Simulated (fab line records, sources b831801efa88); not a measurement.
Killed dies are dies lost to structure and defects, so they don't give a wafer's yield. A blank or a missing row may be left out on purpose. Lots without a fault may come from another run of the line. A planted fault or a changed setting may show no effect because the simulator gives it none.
Which tool did it? | flow sky130 | 6 lots, 18 wafers sampled, at 1 step of a route of 708

WHAT THE GAUGES READ, wafer by wafer
SKY_LDD_HVN_OVL_MEAS_07.
lot  | measured     | on         | LDD_HVN_OVL (nm)
L983 | day 20 08:32 | overlay-01 | 1.3 -0.2 -1.2
L986 | day 21 19:31 | overlay-01 | -0.3 -1.4 -2.5
L990 | day 23 00:41 | overlay-02 | 0.5 0.7 -0.7
L993 | day 24 07:26 | overlay-02 | 0.2 -1.0 0.2
L997 | day 25 10:50 | overlay-02 | 3.3 2.5 2.1
L102 | day 27 06:58 | overlay-01 | -3.5 -0.7 -2.4

WHICH TOOL RAN EACH LOT (tool, then ch and the chambers of the sampled wafers, then the start)
The record holds no process step before these readings.

THE ANSWER, worked out from the rows above alone
Rule: what is usual is taken from the lots themselves. Put in order of their means at a reading, lots are off if they are a third of the lots or fewer, leave a main group of 4 or more, and stand apart from it by a gap of 3 or more times the standard deviation of the main group's means; of several such gaps the widest counts. A main group whose means are all the same, to the digits that the tables above print for the reading, isn't used. A lot without any number at a reading at which 4 lots or more have one is off too. The other lots that the step has rows for count as sound.
No lot is off at any reading shown: from this, nothing can be told.

WHAT THE SIMULATOR HAD PUT IN
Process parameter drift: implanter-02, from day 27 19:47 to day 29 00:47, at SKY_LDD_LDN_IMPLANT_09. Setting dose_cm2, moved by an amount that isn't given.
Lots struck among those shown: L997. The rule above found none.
